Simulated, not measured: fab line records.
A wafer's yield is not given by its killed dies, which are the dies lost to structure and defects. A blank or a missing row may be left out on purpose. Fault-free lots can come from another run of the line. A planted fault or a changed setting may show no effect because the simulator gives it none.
fab line records | flow sfq_line
[record] lots = 5 wafers = 15 last_day = 91
route steps=325 shown M6@261 I6@266
lots untouched by any fault: they come from a run of this same line in which no faults occurred
start_h: the number of hours between the record's first day and the start of the first shown wafer of the lot | wait_h: hours from the lot's prior step to this one | " repeats the value in the row above | L1.1+2: one row covering several wafers at once | - value missing, or start not given | * or withheld: withheld | < > ~ a bound
route shown NAME@n: names a module that has steps shown in the file, with the first one's number in the route | usual: the fault-free wafers' mean and standard deviation | same: alike in all rows | chamber/n: place in a boat | sites: readings site by site | _std_site: standard deviation of those values | _edge_site: inner sites' mean taken away from outer sites' mean | radius_mm: for every site, how far away it sits from the centre of the wafer | mask NAME#n: copy n | behind: the last tool/chamber to shape the wafer | hold: why the lot went on hold/how many hours it stayed there/how the hold came to an end | device: the n, p or np transistor that did not switch | end of line: tests run on the same wafers once the route is complete | a step given without rows: its recipe and nothing more | killed: the dies lost at the first sort to structure and to defects; this is not the yield of the wafer | map: a wafer's dies, x killed, . not, _ none there
set.NAME: the setting as run; set.NAME@STEP: as run at that earlier step | model.NAME: the simulator's own value behind a step, which no gauge read
certain route steps with their lots: each step a table, each wafer a row
services: when a tool's chamber went out of use (start_h, in hours from the record's first day, below 0 if earlier), for how many hours, and the reason
[[steps]]
[step SFQ_M6_OVL_MEAS_940]
[usual] M6_OVL = 5/4.6
// columns lot.wafer tool chamber start_h wait_h M6_OVL[nm]
L600.2 overlay-01 - 1789.30 0.1 7
L600.3 " - " " 7
L600.5 " - " " 9
L601.1 overlay-02 - 1790.49 0.1 16
L601.4 " - " " 6
L601.6 " - " " 10
L607.3 overlay-02 - 1838.85 0.1 11
L607.4 " - " " 13
L607.6 " - " " 8
L611.2 overlay-02 - 1859.87 0.1 5
L611.3 " - " " 12
L611.5 " - " " 11
L618.3 overlay-02 - 1896.63 0.1 -2
L618.5 " - " " -1
L618.6 " - " " 0
[step SFQ_TRILAYER_M6_BARC_OPEN_METAL_ETCH_206]
[recipe] mask_material = PR chemistry = O2 target_depth_nm = 125 target = BARC icp_w = 600 bias_w = 80 pressure_mtorr = 10 time_s = 41.7
[step SFQ_TRILAYER_M6_ETCH_METAL_ETCH_162]
[recipe] target = Nb stop_on = SiO2 mask_material = PR chemistry = Cl2/Ar target_depth_nm = 240 icp_w = 600 bias_w = 80 pressure_mtorr = 10 time_s = 120
[usual] drypump_motor_current_A = 5.4/0.42 oes_product_au = 0.893/0.0072
// columns lot.wafer tool chamber start_h wait_h drypump_motor_current_A oes_product_au rf_hours_counter_h
L600.2 rie_metal-03 0 1789.39 0.0 5.6 0.895 37
L600.3 " 0 " " 5.7 0.895 -
L600.5 " 0 " " 5.6 0.893 -
L601.1 rie_metal-02 0 1790.59 0.0 5.8 0.878 13
L601.4 " 0 " " 5.8 0.901 -
L601.6 " 1 " " 4.8 0.887 -
L607.3 rie_metal-03 0 1838.97 0.1 5.6 0.903 -
L607.4 " 1 " " 4.9 0.888 -
L607.6 " 0 " " 5.6 0.894 -
L611.2 rie_metal-01 0 1859.96 0.0 5.8 0.882 111
L611.3 " 0 " " 5.9 0.882 -
L611.5 " 1 " " 5.0 0.889 -
L618.3 rie_metal-03 1 1896.76 0.1 4.9 0.889 -
L618.5 " 0 " " 5.6 0.887 -
L618.6 " 1 " " 4.9 0.896 -
[step SFQ_TRILAYER_M6_STRIP_STRIP_163]
[recipe] gas = O2 power_w = 200 platen_temp_c = 40 overash_fraction = 0.65 chemistry = O2 pressure_mtorr = 50
[usual] drypump_motor_current_A = 5.4/0.42 oes_product_au = 1.002/0.0099
// columns lot.wafer tool chamber start_h wait_h drypump_motor_current_A oes_product_au rf_hours_counter_h
L600.2 rie_metal-03 0 1789.51 0.1 5.7 1.012 37
L600.3 " 0 " " 5.6 1.006 -
L600.5 " 0 " " 5.6 1.007 -
L601.1 rie_metal-02 0 1790.71 0.1 5.8 1.029 14
L601.4 " 0 " " 5.8 1.023 -
L601.6 " 1 " " 4.8 0.990 -
L607.3 rie_metal-03 0 1839.26 0.2 5.6 0.997 -
L607.4 " 1 " " 4.9 0.994 -
L607.6 " 0 " " 5.6 1.006 -
L611.2 rie_metal-01 0 1860.09 0.1 5.8 1.003 111
L611.3 " 0 " " 5.8 1.004 -
L611.5 " 1 " " 5.0 0.992 -
L618.3 rie_metal-03 1 1897.04 0.2 4.9 0.996 -
L618.5 " 0 " " 5.6 0.998 -
L618.6 " 1 " " 4.9 0.985 -
[step SFQ_TRILAYER_M6_STRIP_SOLV_CLEAN_164]
[recipe] chemistry = NMP temp_c = 70 time_s = 600
[step SFQ_TRILAYER_I6_DEP_PECVD_165]
[recipe] material = SiO2 temp_c = 150 time_s = 111.11 pressure_torr = 2.4 rf_w = 183.3 precursor = SiH4/N2O target_thk_nm = 500
[usual] heater_power_w = 83/13 throttle_valve_pct = 24.0/1.6
// columns lot.wafer tool chamber start_h wait_h heater_power_w throttle_valve_pct
L600.2 pecvd-01 1 1790.46 0.0 79 24.4
L600.3 " 2 " " 105 25.2
L600.5 " 0 " " 95 25.7
L601.1 pecvd-03 0 1791.52 0.0 89 25.2
L601.4 " 1 " " 78 25.9
L601.6 " 0 " " 72 25.3
L607.3 pecvd-01 2 1840.01 0.0 120 25.1
L607.4 " 1 " " 73 24.8
L607.6 " 2 " " 99 25.2
L611.2 pecvd-03 1 1860.86 0.0 86 25.4
L611.3 " 0 " " 77 25.3
L611.5 " 1 " " 71 26.1
L618.3 pecvd-04 2 1897.61 0.0 91 22.1
L618.5 " 1 " " 89 22.6
L618.6 " 0 " " 77 23.5
[step SFQ_TRILAYER_I6_CMP_CMP_166]
[recipe] material = SiO2 down_force_psi = 3 platen_rpm = 60 pad_velocity_m_s = 0.94248
[usual] motor_current_A = 10.1/1.4 platen_rpm = 60.00/0.035 slurry_filter_dp_kPa = 13.50/0.15 time_to_endpoint_s = 213/7.9
// columns lot.wafer tool chamber start_h wait_h motor_current_A platen_rpm slurry_filter_dp_kPa time_to_endpoint_s
L600.3 cmp-02 2 1796.87 6.4 11.7 60.06 13.38 210
L600.2 " 3 " " 8.8 60.00 13.48 207
L600.5 " 3 1799.37 8.8 9.1 59.99 13.48 209
L601.1 cmp-02 2 1800.37 8.8 12.0 60.02 13.14 206
L601.4 " 0 1801.37 9.8 10.5 60.04 13.96 213
L601.6 " 1 " " 9.7 59.94 13.69 216
L607.4 cmp-01 1 1841.67 1.6 7.6 59.94 13.67 230
L607.3 " 2 " " 10.0 60.00 13.57 208
L607.6 " 3 " " 10.3 59.98 13.63 219
L611.2 cmp-02 3 1861.44 0.5 9.0 59.96 13.87 209
L611.3 " 0 " " 10.3 60.01 13.54 213
L611.5 " 2 1862.94 2.0 12.0 60.01 13.43 223
L618.3 cmp-02 3 1898.69 1.0 9.1 60.07 13.49 210
L618.5 " 1 1899.69 2.0 9.9 60.08 13.33 221
L618.6 " 2 " " 11.3 60.01 13.59 223
[step SFQ_I6_BOW_MEAS_941]
[recipe] mode = bow
[usual] I6_BOW = 8/9
// columns lot.wafer tool chamber start_h wait_h I6_BOW[um]
L600.2 film_metro-02 - 1799.89 2.0 1
L600.3 " - " " -4
L600.5 " - " " -15
L601.1 film_metro-01 - 1802.87 2.0 16
L601.4 " - " " 1
L601.6 " - " " 5
L607.3 film_metro-04 - 1843.71 1.0 12
L607.4 " - " " 4
L607.6 " - " " 0
L611.2 film_metro-04 - 1863.96 2.0 12
L611.3 " - " " 24
L611.5 " - " " 17
L618.3 film_metro-02 - 1900.73 1.5 6
L618.5 " - " " 8
L618.6 " - " " 2
[step SFQ_TRILAYER_I6_METRO_MEASURE_167]
[step SFQ_TRILAYER_I6_VIA_LITHO_COAT_174]
[recipe] resist = BARC spin_rpm = 3000 resist_thk_nm = 62
[step SFQ_TRILAYER_I6_VIA_LITHO_COAT_169]
[recipe] resist = KrF spin_rpm = 3000 resist_thk_nm = 650
[step SFQ_TRILAYER_I6_VIA_LITHO_SOFTBAKE_173]
[recipe] temp_c = withheld time_s = withheld resist = KrF
[step SFQ_TRILAYER_I6_VIA_LITHO_EXPOSE_170]
[recipe] mask_id = I6 na = 0.6 source_shape = conventional sigma_outer = 0.65 target_cd_nm = 700 dose_mj = 21.3
// columns lot.wafer tool chamber start_h wait_h mask
L600.2+3+5 krf_scanner-02 0 1895.20 - I6#0
L601.1+4+6 krf_scanner-02 0 1898.60 - I6#0
L607.3+4+6 krf_scanner-01 0 1927.92 - I6#0
L611.2+3+5 krf_scanner-01 0 1950.52 - I6#0
L618.3+5+6 krf_scanner-02 0 2006.29 - I6#0
[step SFQ_TRILAYER_I6_VIA_LITHO_PEB_172]
[recipe] peb_temp_c = 115 peb_time_s = 60 resist = KrF
[step SFQ_TRILAYER_I6_VIA_LITHO_DEVELOP_171]
[recipe] time_s = 60 resist = KrF
[step SFQ_I6_OVL_MEAS_942]
[usual] I6_OVL = -1/6.1
// columns lot.wafer tool chamber start_h wait_h I6_OVL[nm]
L600.2 overlay-01 - 1896.71 0.1 3
L600.3 " - " " 5
L600.5 " - " " 11
L601.1 overlay-02 - 1900.10 0.1 -1
L601.4 " - " " 7
L601.6 " - " " -2
L607.3 overlay-01 - 1929.03 0.1 -5
L607.4 " - " " -3
L607.6 " - " " -3
L611.2 overlay-02 - 1951.82 0.1 -3
L611.3 " - " " 9
L611.5 " - " " 5
L618.3 overlay-01 - 2007.41 0.1 4
L618.5 " - " " 1
L618.6 " - " " -2
[step SFQ_TRILAYER_I6_VIA_BARC_OPEN_VIA_ETCH_235]
[recipe] mask_material = PR chemistry = O2 target_depth_nm = 125 target = BARC source_w = 500 bias_w = 80 pressure_mtorr = 30 time_s = 41.7
[usual] drypump_motor_current_A = 5.7/0.41 oes_product_au = 0.686/0.0048
// columns lot.wafer tool chamber start_h wait_h drypump_motor_current_A oes_product_au rf_hours_counter_h model.I6.cd_nm
L600.2 rie_diel-04 1 1896.74 0.0 5.8 0.679 13 697.6
L600.3 " 3 " " 5.7 0.682 16 700.3
L600.5 " 3 " " 5.7 0.686 - 698.4
L601.1 rie_diel-01 0 1900.14 0.0 6.3 0.691 2 701
L601.4 " 3 " " 5.8 0.683 1 698.4
L601.6 " 2 " " 5.8 0.687 - 701.8
L607.3 rie_diel-02 2 1929.05 0.0 5.7 0.689 3 700
L607.4 " 1 " " 5.4 0.687 - 701.7
L607.6 " 2 " " 5.7 0.690 - 700
L611.2 rie_diel-02 0 1951.85 0.0 5.9 0.690 0 700.4
L611.3 " 1 " " 5.4 0.683 15 705.6
L611.5 " 1 " " 5.4 0.686 - 700.6
L618.3 rie_diel-04 3 2007.43 0.0 5.7 0.684 16 696.8
L618.5 " 3 " " 5.7 0.684 - 696.5
L618.6 " 0 " " 5.7 0.695 - 696.9
[step SFQ_TRILAYER_I6_VIA_ETCH_VIA_ETCH_172]
[recipe] target = SiO2 stop_on = Nb mask_material = PR taper_deg = 20 chemistry = CHF3 target_depth_nm = 260 source_w = 500 bias_w = 80 pressure_mtorr = 30 time_s = withheld
[usual] drypump_motor_current_A = 5.7/0.41 oes_product_au = 0.854/0.0057
// columns lot.wafer tool chamber start_h wait_h drypump_motor_current_A oes_product_au model.I6.cd_nm
L600.2 rie_diel-04 1 1896.78 0.0 5.8 0.850 696.2
L600.3 " 3 " " 5.7 0.850 700.1
L600.5 " 3 " " 5.7 0.851 697.7
L601.1 rie_diel-01 0 1900.18 0.0 6.4 0.856 700.5
L601.4 " 3 " " 5.8 0.855 697.8
L601.6 " 2 " " 5.8 0.849 700.5
L607.3 rie_diel-02 2 1929.09 0.0 5.7 0.856 701
L607.4 " 1 " " 5.4 0.857 704.3
L607.6 " 2 " " 5.7 0.855 699.6
L611.2 rie_diel-02 0 1951.89 0.0 5.9 0.852 700.5
L611.3 " 1 " " 5.4 0.848 706.8
L611.5 " 1 " " 5.4 0.852 701.9
L618.3 rie_diel-04 3 2007.47 0.0 5.7 0.842 696.3
L618.5 " 3 " " 5.7 0.846 696.6
L618.6 " 0 " " 5.7 0.852 696.3
[step SFQ_TRILAYER_I6_VIA_STRIP_STRIP_173]
[recipe] gas = O2 power_w = 200 platen_temp_c = 40 overash_fraction = 0.65 chemistry = O2 pressure_mtorr = 50
[usual] drypump_motor_current_A = 5.3/0.42 oes_product_au = 1.000/0.0079
// columns lot.wafer tool chamber start_h wait_h drypump_motor_current_A oes_product_au rf_hours_counter_h
L600.2 rie_metal-01 1 1896.90 - 5.0 0.993 116
L600.3 " 0 " " 5.8 1.007 -
L600.5 " 0 " " 5.8 0.995 -
L601.1 rie_metal-03 0 1900.29 - 5.6 1.007 53
L601.4 " 0 " " 5.6 1.012 -
L601.6 " 1 " " 4.9 0.999 -
L607.3 rie_metal-01 1 1929.61 - 5.0 0.994 -
L607.4 " 1 " " 5.0 0.995 -
L607.6 " 1 " " 5.0 0.999 -
L611.2 rie_metal-03 0 1952.01 - 5.7 1.013 60
L611.3 " 0 " " 5.6 0.999 -
L611.5 " 1 " " 4.9 1.006 -
L618.3 rie_metal-04 1 2007.78 - 6.2 1.004 -
L618.5 " 0 " " 5.0 0.972 -
L618.6 " 1 " " 6.1 1.004 -
[[services]]
// columns tool chamber start_h hours kind
pecvd-01 - 1781.62 1.8 repair
krf_scanner-01 - 1785.29 1.3 pm
krf_scanner-02 - 1788.89 1.3 pm
krf_scanner-02 - 1791.81 0.4 repair
rie_diel-02 - 1803.98 16.0 repair
krf_scanner-02 - 1808.19 21.0 pm
krf_scanner-02 - 1829.19 0.8 pm
krf_scanner-02 - 1829.94 1.0 pm
krf_scanner-02 - 1842.28 3.5 repair
cmp-02 - 1852.95 0.7 repair
cmp-02 - 1867.54 5.2 repair
cmp-02 - 1888.76 0.2 repair
rie_diel-04 3 1909.10 5.5 repair
krf_scanner-02 - 1920.20 3.6 pm
cmp-02 - 1948.54 4.0 pm
cmp-02 - 1949.30 1.3 repair
rie_metal-01 0 1952.70 18.8 repair
rie_diel-04 - 1955.54 14.6 pm
krf_scanner-02 - 1964.84 1.3 pm
cmp-02 - 1972.42 2.0 repair
rie_metal-01 - 1987.90 0.8 repair
krf_scanner-02 - 1988.03 0.8 pm
krf_scanner-02 - 1992.45 1.0 pm
rie_diel-04 - 2001.27 1.3 repair
[[key]]
first_sign none at tools or gauges
[model_effect] step = SFQ_TRILAYER_I6_VIA_BARC_OPEN_VIA_ETCH_235 value = I6.cd_nm without = 700.2 struck = 705.6
[model_effect] step = SFQ_TRILAYER_I6_VIA_ETCH_VIA_ETCH_172 value = I6.cd_nm without = 701.4 struck = 706.8
met_at SFQ_TRILAYER_I6_VIA_LITHO_EXPOSE_170
struck_wafers L611.3
onset_between 1927.92 1950.52
[fault] kind = process_parameter_drift tool = krf_scanner-01 chamber = - onset_h = 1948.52 steps = SFQ_TRILAYER_I6_VIA_LITHO_EXPOSE_170 channel = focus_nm offset = 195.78 shape = step end_h = 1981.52 scope = struck_wafers_only
